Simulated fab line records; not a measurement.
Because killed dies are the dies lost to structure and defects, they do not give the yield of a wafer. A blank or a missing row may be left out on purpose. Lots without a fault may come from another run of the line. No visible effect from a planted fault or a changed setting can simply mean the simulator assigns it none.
fab line records	flow sky130
record: lots: 12	wafers: 36	lastDay: 49
route steps=708 shown VIA2@509 METAL3@535 PAD_OPEN@708
lots untouched by any fault: they come from a run of this same line in which no faults occurred
startH: hours from the record's opening day to when the first of the lot's shown wafers began	waitH: hours elapsed since this lot's preceding step	" the same as in the row above	L1.1+2: several wafers, shown together as one row	- no value, or no start was given	* or withheld: withheld	< > ~ a bound
route shown NAME@n: a module of which the file shows steps, and the number in the route of the first	usual: mean/standard deviation taken from wafers without a fault	same: alike in all rows	chamber/n: place in a boat	sites: readings site by site	_std_site: standard deviation across them	_edge_site: the outer-site mean with the inner-site mean subtracted	radiusMm: how far each site lies from the wafer's centre	mask NAME#n: copy n	behind: the tool/chamber that last shaped the wafer	hold: why the lot was held/for how many hours/how that ended	device: names the non-switching transistor (n, p or np)	end of line: at the end of the route, the tests of the same wafers	a step without rows: its recipe alone	killed: dies that structure and defects cost at the first sort, which is not the same as the wafer's yield	map: a wafer's dies, x killed, . not, _ none there
set.NAME: setting as actually run; set.NAME@STEP: the setting as run at that earlier step	model.NAME: the simulator's own value behind a step, which no gauge read
steps of the route over a sample of lots; a table a step, a row a wafer
services: the hour from which a tool's chamber was out of use, counted from the record's first day as startH (under 0 if before that day), plus the number of hours and why
== steps ==
step: SKY_VIA2_CMP_02
recipe: material: SiO2	downForcePsi: 4	platenRpm: 60	padVelocityMS: 0.94248
usual: motorCurrentA: 11.6/1	slurryFilterDpKPa: 13.49/0.14
lot.wafer	tool	chamber	startH	waitH	motorCurrentA	slurryFilterDpKPa
L507.4	cmp-01	3	821.88	0.1	13.8	13.41
L507.1	"	0	"	"	10.6	13.39
L507.5	"	1	"	"	10.4	13.59
L509.3	cmp-01	3	839.53	0.1	13.3	13.55
L509.4	"	0	"	"	11.6	13.45
L509.6	"	2	"	"	11.4	13.53
L511.4	cmp-02	2	853.22	0.1	11.7	13.79
L511.2	"	0	"	"	11.0	13.76
L511.6	"	2	"	"	11.5	13.32
L512.4	cmp-01	2	855.22	0.1	11.4	13.69
L512.2	"	3	"	"	14.0	13.33
L512.5	"	1	"	"	10.6	13.20
L513.1	cmp-02	3	870.84	0.1	12.5	13.59
L513.3	"	1	"	"	12.2	13.26
L513.2	"	2	"	"	11.4	13.39
L515.1	cmp-02	0	882.78	0.1	10.4	13.64
L515.4	"	2	"	"	10.8	13.53
L515.6	"	0	"	"	10.4	13.39
L517.1	cmp-02	2	896.89	0.2	12.4	13.49
L517.5	"	2	"	"	11.5	13.53
L517.6	"	3	"	"	12.5	13.48
L518.4	cmp-01	2	901.99	0.0	11.7	13.34
L518.2	"	1	"	"	10.9	13.63
L518.5	"	2	"	"	11.3	13.66
L519.3	cmp-01	1	915.56	0.1	10.5	13.58
L519.2	"	2	"	"	11.4	13.32
L519.6	"	3	"	"	12.9	13.39
L520.2	cmp-01	0	928.45	0.2	10.7	13.39
L520.6	"	1	"	"	10.5	13.29
L520.5	"	2	"	"	11.5	13.59
L522.1	cmp-02	1	935.09	0.1	12.2	13.43
L522.3	"	0	"	"	10.7	13.37
L522.6	"	1	"	"	12.6	13.46
L521.3	cmp-01	0	935.57	0.0	11.1	13.79
L521.4	"	2	"	"	11.4	13.55
L521.1	"	3	"	"	13.2	13.75
step: SKY_VIA2_CD_MEAS_12
recipe: targetCdNm: 200
usual: cdNm: 200.1/1.6
lot.wafer	tool	chamber	startH	waitH	cdNm
L507.1	cdSem-01	-	847.98	-	199.8
L507.4	"	-	"	"	199.6
L507.5	"	-	"	"	199.3
L509.3	cdSem-01	-	865.52	-	201.0
L509.4	"	-	"	"	198.9
L509.6	"	-	"	"	200.7
L511.2	cdSem-01	-	879.75	-	198.4
L511.4	"	-	"	"	200.0
L511.6	"	-	"	"	198.1
L512.2	cdSem-01	-	881.65	-	200.9
L512.4	"	-	"	"	199.5
L512.5	"	-	"	"	200.9
L513.1	cdSem-02	-	896.64	-	201.5
L513.2	"	-	"	"	202.7
L513.3	"	-	"	"	202.3
L515.1	cdSem-02	-	908.53	-	197.8
L515.4	"	-	"	"	196.8
L515.6	"	-	"	"	196.8
L517.1	cdSem-01	-	921.59	-	199.4
L517.5	"	-	"	"	200.0
L517.6	"	-	"	"	199.2
L518.2	cdSem-02	-	927.11	-	202.0
L518.4	"	-	"	"	202.2
L518.5	"	-	"	"	202.3
L519.2	cdSem-01	-	940.76	-	201.4
L519.3	"	-	"	"	202.4
L519.6	"	-	"	"	201.5
L520.2	cdSem-02	-	953.61	-	200.7
L520.5	"	-	"	"	200.7
L520.6	"	-	"	"	201.7
L522.1	cdSem-02	-	959.48	-	199.3
L522.3	"	-	"	"	200.1
L522.6	"	-	"	"	200.0
L521.1	cdSem-02	-	959.89	-	199.4
L521.3	"	-	"	"	200.5
L521.4	"	-	"	"	200.3
step: SKY_VIA2_OVL_MEAS_13
usual: VIA2_OVL: 3/5.6
lot.wafer	tool	chamber	startH	waitH	VIA2_OVL[nm]
L507.1	overlay-01	-	848.10	0.1	0
L507.4	"	-	"	"	1
L507.5	"	-	"	"	9
L509.3	overlay-01	-	865.62	0.1	5
L509.4	"	-	"	"	3
L509.6	"	-	"	"	2
L511.2	overlay-01	-	879.86	0.1	7
L511.4	"	-	"	"	8
L511.6	"	-	"	"	3
L512.2	overlay-02	-	881.76	0.1	-13
L512.4	"	-	"	"	-8
L512.5	"	-	"	"	-10
L513.1	overlay-01	-	896.76	0.1	-10
L513.2	"	-	"	"	-10
L513.3	"	-	"	"	-4
L515.1	overlay-01	-	908.65	0.1	-5
L515.4	"	-	"	"	8
L515.6	"	-	"	"	2
L517.1	overlay-02	-	921.71	0.1	4
L517.5	"	-	"	"	5
L517.6	"	-	"	"	8
L518.2	overlay-01	-	927.22	0.1	6
L518.4	"	-	"	"	4
L518.5	"	-	"	"	7
L519.2	overlay-01	-	940.87	0.1	5
L519.3	"	-	"	"	-1
L519.6	"	-	"	"	1
L520.2	overlay-01	-	953.71	0.1	3
L520.5	"	-	"	"	4
L520.6	"	-	"	"	0
L522.1	overlay-02	-	959.60	0.1	6
L522.3	"	-	"	"	-3
L522.6	"	-	"	"	3
L521.1	overlay-02	-	960.01	0.1	3
L521.3	"	-	"	"	-2
L521.4	"	-	"	"	2
step: SKY_VIA2_ETCH_15
recipe: target: SiO2	chemistry: C4F8/O2/Ar	targetDepthNm: 546	stopOn: TiN	maskMaterial: KrF-thick	sourceW: 1500	biasW: 1200	pressureMtorr: 40	c4f8FlowSccm: withheld	O2_flow_sccm: 6	Ar_flow_sccm: 300	timeS: 84
usual: chamberPressureMTorr: 40.00/0.037	oesProductAu: 0.941/0.0048
lot.wafer	tool	chamber	startH	waitH	chamberPressureMTorr	oesProductAu
L507.1	rieDiel-01	3	848.18	0.0	39.98	0.939
L507.4	"	0	"	"	40.01	0.949
L507.5	"	1	"	"	40.07	0.941
L509.3	rieDiel-03	3	865.68	0.0	39.98	0.939
L509.4	"	2	"	"	39.96	0.945
L509.6	"	3	"	"	39.98	0.935
L511.2	rieDiel-01	2	879.93	0.0	40.03	0.939
L511.4	"	0	"	"	40.04	0.944
L511.6	"	1	"	"	39.97	0.940
L512.2	rieDiel-04	3	881.83	0.0	39.95	0.942
L512.4	"	2	"	"	40.02	0.940
L512.5	"	1	"	"	39.99	0.950
L513.1	rieDiel-01	0	896.84	0.0	40.04	0.937
L513.2	"	2	"	"	39.96	0.938
L513.3	"	1	"	"	40.00	0.934
L515.1	rieDiel-04	0	908.73	0.0	39.96	0.943
L515.4	"	0	"	"	40.05	0.932
L515.6	"	2	"	"	39.91	0.945
L517.1	rieDiel-03	2	921.79	0.0	40.05	0.947
L517.5	"	2	"	"	39.91	0.933
L517.6	"	0	"	"	40.07	0.935
L518.2	rieDiel-01	3	927.29	0.0	40.02	0.946
L518.4	"	1	"	"	39.99	0.935
L518.5	"	0	"	"	39.96	0.932
L519.2	rieDiel-01	0	940.94	0.0	40.03	0.938
L519.3	"	1	"	"	40.01	0.937
L519.6	"	3	"	"	39.98	0.937
L520.2	rieDiel-03	2	953.78	0.0	40.06	0.932
L520.5	"	0	"	"	39.99	0.942
L520.6	"	1	"	"	40.01	0.950
L522.1	rieDiel-04	2	959.68	0.0	39.99	0.940
L522.3	"	3	"	"	40.00	0.948
L522.6	"	2	"	"	39.98	0.941
L521.1	rieDiel-03	1	960.08	0.0	40.00	0.896
L521.3	"	3	"	"	40.01	0.936
L521.4	"	0	"	"	39.97	0.941
step: SKY_METAL3_SPUTTER_03
recipe: material: Ti	targetThkNm: 5	powerW: 3000	timeS: 3.3	chamberPressurePa: 0.4
usual: throttleValvePct: 29.9/1.1
lot.wafer	tool	chamber	startH	waitH	throttleValvePct
L507.1	pvdSputter-01	-	849.60	0.0	31.2
L507.4	"	-	"	"	27.8
L507.5	"	-	"	"	27.7
L509.3	pvdSputter-03	-	867.10	0.0	29.3
L509.4	"	-	"	"	30.0
L509.6	"	-	"	"	29.3
L511.2	pvdSputter-04	-	881.35	0.0	30.4
L511.4	"	-	"	"	31.2
L511.6	"	-	"	"	28.9
L512.2	pvdSputter-01	-	883.25	0.0	30.6
L512.4	"	-	"	"	29.6
L512.5	"	-	"	"	30.1
L513.1	pvdSputter-03	-	898.25	0.0	30.1
L513.2	"	-	"	"	29.4
L513.3	"	-	"	"	29.5
L515.1	pvdSputter-01	-	910.15	0.0	27.8
L515.4	"	-	"	"	31.6
L515.6	"	-	"	"	27.3
L517.1	pvdSputter-01	-	923.24	0.0	27.6
L517.5	"	-	"	"	29.6
L517.6	"	-	"	"	30.6
L518.2	pvdSputter-03	-	928.80	0.0	30.0
L518.4	"	-	"	"	29.4
L518.5	"	-	"	"	29.3
L519.2	pvdSputter-04	-	942.46	0.0	30.7
L519.3	"	-	"	"	31.0
L519.6	"	-	"	"	30.9
L520.2	pvdSputter-04	-	955.24	0.0	31.3
L520.5	"	-	"	"	31.2
L520.6	"	-	"	"	28.6
L522.1	pvdSputter-04	-	961.27	0.0	30.7
L522.3	"	-	"	"	30.7
L522.6	"	-	"	"	28.5
L521.1	pvdSputter-03	-	961.58	0.0	29.5
L521.3	"	-	"	"	29.4
L521.4	"	-	"	"	29.8
step: SKY_PAD_OPEN_PROBE_99
usual: defectLimitedYield: 82.4/1.9	killed_at_M0_to_M3: 44/7	killed_at_M4_up: 3.2/1.8	killedAtContacts: 24/5.1	killedAtFrontEnd: 15/4.3	killedAtOther: 0.3/0.5	killedDies: 86/9.6	killedOpen: 48/7.1	killedShort: 38/6.7	sort_bin_3_pad_short: 0.9/0.44	sort_bin_5_function: 10.3/1.5	sort_bin_6_memory: 6.4/1.1	sortNPass: 406/9.6	sortYieldPct: 82.4/1.9
same: grossDies: 492	killedAtBackSide: 0	sort_bin_4_leakage[%]: 0	sort_bin_8_speed[%]: 0
lot.wafer	tool	chamber	startH	waitH	defectLimitedYield[%]	killed_at_M0_to_M3	killed_at_M4_up	killedAtContacts	killedAtFrontEnd	killedAtOther	killedDies	killedOpen	killedShort	sort_bin_3_pad_short[%]	sort_bin_5_function[%]	sort_bin_6_memory[%]	sortNPass	sortYieldPct[%]
L507.1	prober-01	-	1076.90	0.1	84.8	43	2	21	9	0	75	43	32	1.6	8.3	5.3	417	84.8
L507.4	prober-01	-	1077.05	0.2	85.2	40	2	17	14	0	73	43	27	0.2	10.2	4.5	419	85.2
L507.5	prober-01	-	1077.10	0.2	82.7	43	3	25	13	1	85	45	36	0.8	10.4	6.1	407	82.7
L513.1	prober-01	-	1113.66	0.1	82.9	42	3	24	15	0	84	51	31	0.2	8.9	7.9	408	82.9
L513.2	prober-01	-	1113.71	0.1	81.1	41	2	30	19	1	93	55	37	1.6	10.8	6.5	399	81.1
L513.3	prober-01	-	1113.76	0.2	81.9	43	4	23	19	0	89	46	42	1.2	10.4	6.5	403	81.9
L518.2	prober-02	-	1137.35	0.1	84.1	40	3	18	17	0	78	44	34	0.2	9.6	6.1	414	84.1
L518.4	prober-02	-	1137.45	0.2	86.2	40	3	19	6	0	68	39	29	0.2	8.5	5.1	424	86.2
L518.5	prober-02	-	1137.50	0.2	83.7	39	2	23	16	0	80	46	34	0.6	11.2	4.5	412	83.7
L519.2	prober-01	-	1149.00	0.1	78.9	59	1	29	13	2	104	52	46	1.0	13.0	7.1	388	78.9
L519.3	prober-01	-	1149.05	0.2	80.5	50	6	28	11	1	96	43	51	1.4	9.1	8.9	396	80.5
L519.6	prober-01	-	1149.20	0.2	80.7	46	2	27	19	1	95	55	38	1.0	11.6	6.7	397	80.7
L520.2	prober-02	-	1159.41	0.1	83.1	39	2	23	19	0	83	55	26	0.6	9.8	6.5	409	83.1
L520.5	prober-02	-	1159.56	0.2	83.5	38	3	20	20	0	81	45	36	1.0	8.1	7.3	411	83.5
L520.6	prober-02	-	1159.61	0.2	85.0	36	2	24	12	0	74	39	35	0.2	8.7	6.1	418	85.0
L522.1	prober-01	-	1162.76	0.1	83.1	42	2	30	9	0	83	42	41	1.4	10.8	4.7	409	83.1
L522.3	prober-01	-	1162.86	0.2	81.7	46	5	26	13	0	90	52	37	0.4	11.0	6.9	402	81.7
L522.6	prober-01	-	1163.01	0.2	83.9	32	3	30	13	1	79	41	37	0.2	10.0	5.9	413	83.9
killed by level:class
L507.1 CONTACT:geometricParticle:open=14 METAL2:geometricParticle:short=10 VIA1:geometricParticle:short=7 LI_CONTACT:geometricParticle:open=5 METAL1:geometricParticle:short=5 VIA2:geometricParticle:open=5 SPACER:geometricParticle:open=4 VIA1:geometricParticle:open=4
L507.4 VIA1:geometricParticle:open=8 VIA2:geometricParticle:open=7 CONTACT:geometricParticle:open=6 VIA3:geometricParticle:open=6 POLY_GATE:geometricParticle:open=5 LI_CONTACT:geometricParticle:open=5 METAL1:geometricParticle:short=5 METAL2:geometricParticle:short=5
L507.5 CONTACT:geometricParticle:open=10 VIA3:geometricParticle:open=7 VIA2:geometricParticle:open=7 VIA1:geometricParticle:short=6 VIA2:geometricParticle:short=6 LI_CONTACT:geometricParticle:short=5 LI_CONTACT:geometricParticle:open=5 VIA1:geometricParticle:open=5
L513.1 LI_CONTACT:geometricParticle:open=8 VIA3:geometricParticle:open=8 FIELD_ISO:geometricParticle:open=7 VIA2:geometricParticle:open=7 METAL1:geometricParticle:short=6 VIA1:geometricParticle:open=6 LI_CONTACT:geometricParticle:short=5 CONTACT:geometricParticle:open=5
L513.2 VIA2:geometricParticle:open=12 CONTACT:geometricParticle:open=9 POLY_GATE:geometricParticle:short=7 LI_CONTACT:geometricParticle:open=7 VIA3:geometricParticle:open=6 VIA1:geometricParticle:open=6 LI_CONTACT:geometricParticle:short=5 CONTACT:geometricParticle:short=5
L513.3 VIA2:geometricParticle:open=8 FIELD_ISO:geometricParticle:short=7 METAL2:geometricParticle:short=7 LI_CONTACT:geometricParticle:open=7 CONTACT:geometricParticle:open=7 VIA1:geometricParticle:open=6 CONTACT:geometricParticle:short=5 POLY_GATE:geometricParticle:open=4
L518.2 CONTACT:geometricParticle:open=10 VIA1:geometricParticle:open=8 VIA2:geometricParticle:open=6 VIA3:geometricParticle:open=6 FIELD_ISO:geometricParticle:short=5 METAL1:geometricParticle:short=5 POLY_GATE:geometricParticle:short=4 METAL2:geometricParticle:short=4
L518.4 VIA1:geometricParticle:open=9 LI_CONTACT:geometricParticle:open=9 VIA1:geometricParticle:short=7 METAL1:geometricParticle:short=7 CONTACT:geometricParticle:open=6 METAL2:geometricParticle:short=4 VIA2:geometricParticle:open=4 CONTACT:geometricParticle:short=3
L518.5 VIA3:geometricParticle:open=8 CONTACT:geometricParticle:open=8 VIA1:geometricParticle:open=8 LI_CONTACT:geometricParticle:open=7 METAL1:geometricParticle:short=6 VIA2:geometricParticle:short=5 METAL2:geometricParticle:short=5 FIELD_ISO:geometricParticle:open=4
L519.2 VIA1:geometricParticle:open=18 METAL2:geometricParticle:short=14 LI_CONTACT:geometricParticle:open=8 LI_CONTACT:geometricParticle:short=6 CONTACT:geometricParticle:open=5 CONTACT:geometricParticle:short=5 VIA2:geometricParticle:open=5 VIA3:geometricParticle:open=4
L519.3 VIA1:geometricParticle:open=11 METAL2:geometricParticle:short=9 VIA1:geometricParticle:short=8 LI_CONTACT:geometricParticle:open=7 CONTACT:geometricParticle:open=7 CONTACT:geometricParticle:short=6 VIA3:geometricParticle:open=5 VIA2:geometricParticle:short=5
L519.6 VIA2:geometricParticle:open=11 CONTACT:geometricParticle:open=8 VIA1:geometricParticle:open=8 VIA3:geometricParticle:open=7 LI_CONTACT:geometricParticle:open=7 VIA1:geometricParticle:short=6 FIELD_ISO:geometricParticle:short=5 LI_CONTACT:geometricParticle:short=5
L520.2 VIA1:geometricParticle:open=16 CONTACT:geometricParticle:open=10 LI_CONTACT:geometricParticle:open=7 VIA2:geometricParticle:open=6 FIELD_ISO:geometricParticle:open=5 METAL2:geometricParticle:short=5 LOCAL_INTERCONNECT:geometricParticle:short=5 METAL1:geometricParticle:short=4
L520.5 VIA1:geometricParticle:open=11 LOCAL_INTERCONNECT:geometricParticle:short=9 POLY_GATE:geometricParticle:open=7 VIA3:geometricParticle:open=7 CONTACT:geometricParticle:open=7 FIELD_ISO:geometricParticle:open=5 FIELD_ISO:geometricParticle:short=4 VIA2:geometricParticle:short=4
L520.6 LI_CONTACT:geometricParticle:open=9 VIA2:geometricParticle:open=7 CONTACT:geometricParticle:open=5 LI_CONTACT:geometricParticle:short=5 VIA1:geometricParticle:open=5 METAL3:geometricParticle:short=5 METAL1:geometricParticle:short=4 VIA1:geometricParticle:short=4
L522.1 LI_CONTACT:geometricParticle:open=10 LOCAL_INTERCONNECT:geometricParticle:short=6 CONTACT:geometricParticle:short=6 CONTACT:geometricParticle:open=6 METAL1:geometricParticle:short=6 VIA1:geometricParticle:open=5 METAL2:geometricParticle:short=5 VIA2:geometricParticle:open=5
L522.3 CONTACT:geometricParticle:open=13 VIA1:geometricParticle:open=10 VIA3:geometricParticle:open=9 CONTACT:geometricParticle:short=6 METAL1:geometricParticle:short=4 METAL2:geometricParticle:short=4 VIA2:geometricParticle:open=4 METAL3:geometricParticle:short=4
L522.6 LI_CONTACT:geometricParticle:open=12 VIA1:geometricParticle:open=9 CONTACT:geometricParticle:open=8 METAL2:geometricParticle:short=8 VIA1:geometricParticle:short=7 LI_CONTACT:geometricParticle:short=5 POLY_GATE:geometricParticle:short=4 LOCAL_INTERCONNECT:geometricParticle:short=4
== services ==
tool	chamber	startH	hours	kind
pvdSputter-03	-	799.00	24.2	repair
pvdSputter-04	-	810.55	0.9	repair
cmp-02	-	812.36	0.7	repair
cmp-02	-	813.61	0.7	repair
rieDiel-03	1	814.68	3.0	repair
cmp-02	-	818.84	4.5	repair
rieDiel-01	3	820.67	13.5	repair
rieDiel-03	3	828.33	6.8	repair
cmp-02	-	829.30	10.2	pm
rieDiel-04	-	832.40	0.5	repair
rieDiel-04	3	836.78	2.6	repair
cmp-02	-	840.83	2.5	repair
rieDiel-03	1	849.83	11.1	repair
cmp-01	-	855.69	1.4	repair
cmp-02	-	863.40	0.8	repair
cmp-01	-	894.98	3.8	repair
rieDiel-03	-	899.05	14.6	pm
rieDiel-01	2	906.71	1.4	repair
cmp-02	-	909.80	1.5	repair
cmp-02	-	912.11	4.0	pm
rieDiel-03	3	917.58	10.7	repair
rieDiel-03	1	923.96	3.2	repair
rieDiel-03	-	925.28	1.8	repair
cmp-02	-	958.43	5.5	pm
== key ==
firstSign: step: SKY_VIA2_ETCH_15	reading: oesProductAu	direction: down	sigmas: 9.3	usual: 0.941	struck: 0.896
effect none on later readings
metAt SKY_VIA2_CMP_02
struckLots L521
struckWafers L521.1
notActingAt SKY_VIA2_CD_MEAS_12,SKY_VIA2_OVL_MEAS_13,SKY_METAL3_SPUTTER_03
onsetBetween 928.45 935.57
fault: kind: processParameterDrift	tool: cmp-01	chamber: -	onsetH: 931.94	steps: SKY_VIA2_CMP_02	channel: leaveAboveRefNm	offset: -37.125	shape: step	endH: 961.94	scope: struckWafersOnly	actsIn: theseRecipesOnly	stated: 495
